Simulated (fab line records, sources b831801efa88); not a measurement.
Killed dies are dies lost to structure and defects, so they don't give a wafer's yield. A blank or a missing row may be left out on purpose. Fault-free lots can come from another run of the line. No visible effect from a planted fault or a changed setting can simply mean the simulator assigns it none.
Which tool was responsible?	flow gf180mcu	Sampling: 14 lots, 42 wafers, 3 of 602 route steps

== WHAT THE GAUGES READ, wafer by wafer ==
GF_TOP_METAL_THK_MEAS_06: measures by xrf.
lot	measured	on	TOP_METAL_ALCU_THK (nm)
L987	day 27 12:11	filmMetro-01	882 882 887
L988	day 27 19:48	filmMetro-03	900 899 909
L990	day 28 13:32	filmMetro-03	915 903 907
L991	day 28 17:35	filmMetro-02	904 905 921
L992	day 29 05:49	filmMetro-02	921 911 918
L994	day 29 15:13	filmMetro-01	887 890 893
L998	day 30 23:07	filmMetro-02	886 877 894
L101	day 31 21:25	filmMetro-03	913 890 905
L103	day 32 02:47	filmMetro-01	893 898 895
L104	day 32 12:29	filmMetro-02	875 871 871
L105	day 32 18:53	filmMetro-01	888 887 887
L106	day 32 21:35	filmMetro-03	900 888 884
L107	day 33 05:20	filmMetro-03	912 907 896
L110	day 33 23:57	filmMetro-02	922 899 914

GF_TOP_METAL_OVL_MEAS_15.
lot	measured	on	TOP_METAL_OVL (nm)
L987	day 28 11:07	overlay-02	-0.1 -1.0 -1.0
L988	day 28 14:52	overlay-02	-0.2 0.7 -0.2
L990	day 29 07:58	overlay-02	-1.6 -1.8 -2.4
L991	day 29 12:37	overlay-02	-0.4 -1.6 -1.2
L992	day 30 00:28	overlay-02	-1.0 -0.8 0.7
L994	day 30 09:25	overlay-02	-1.8 -3.1 -1.5
L998	day 31 17:10	overlay-01	-0.9 -1.1 -1.8
L101	day 32 13:58	overlay-02	1.0 0.0 -0.9
L103	day 32 19:28	overlay-02	-0.6 -2.1 -1.8
L104	day 33 04:46	overlay-02	-0.6 1.8 -0.7
L105	day 33 10:43	overlay-01	-1.4 -2.0 -2.4
L106	day 33 13:43	overlay-02	0.2 1.4 0.1
L107	day 33 20:05	overlay-01	-1.5 0.2 -0.8
L110	day 34 14:19	overlay-01	-2.1 -2.8 -2.5

== WHAT TOOL EACH LOT RAN ON (gives the tool, then ch and the chambers of the sampled wafers, and finally the start) ==
lot	GF_M5_STRIP_12
L987	wetBench-04 ch 3, day 26 12:48
L988	wetBench-03 ch 2, day 26 19:48
L990	wetBench-04 ch 3, day 27 11:38
L991	wetBench-02 ch 1, day 27 20:03
L992	wetBench-02 ch 0, day 28 09:48
L994	wetBench-04 ch 0, day 28 17:10
L998	wetBench-04 ch 3, day 30 02:00
L101	wetBench-04 ch 0, day 31 00:37
L103	wetBench-02 ch 0, day 31 06:08
L104	wetBench-02 ch 2, day 31 17:38
L105	wetBench-03 ch 3, day 31 23:14
L106	wetBench-03 ch 2, day 32 01:36
L107	wetBench-03 ch 1, day 32 09:45
L110	wetBench-04 ch 3, day 33 05:33
- GF_M5_STRIP_12: strips in post etch residue remover, time 1200 s.

== WHAT THE TOOLS THEMSELVES READ (means of the sampled wafers that have a number; where no wafer has one, the mark that the record gives instead) ==
The record holds no such reading with a usual standard deviation.

== THE ANSWER, worked out from the rows above alone ==
Rule: the usual values come from the lots themselves. The widest of any qualifying gaps counts: lots, ordered by their means at a reading, are off when they make up no more than a third of the lots, leave a main group of 4 or more, and stand apart from it by 3 or more times the standard deviation of that group's means. The tables above print the reading to a certain number of digits; a main group whose means all agree to those digits is not used. A lot without any number at a reading at which 4 lots or more have one is off too. Any other lot the step has rows for is counted as sound. The gauges are gone through in route order, then the tools' own readings, and for those a lot's mean is taken as printed above. At the first step where some lot is off, the reading lying furthest off is the one used; lots without a number count as furthest.
No lot is off on any of the readings shown, so nothing can be concluded from this.

== WHAT THE SIMULATOR HAD PUT IN ==
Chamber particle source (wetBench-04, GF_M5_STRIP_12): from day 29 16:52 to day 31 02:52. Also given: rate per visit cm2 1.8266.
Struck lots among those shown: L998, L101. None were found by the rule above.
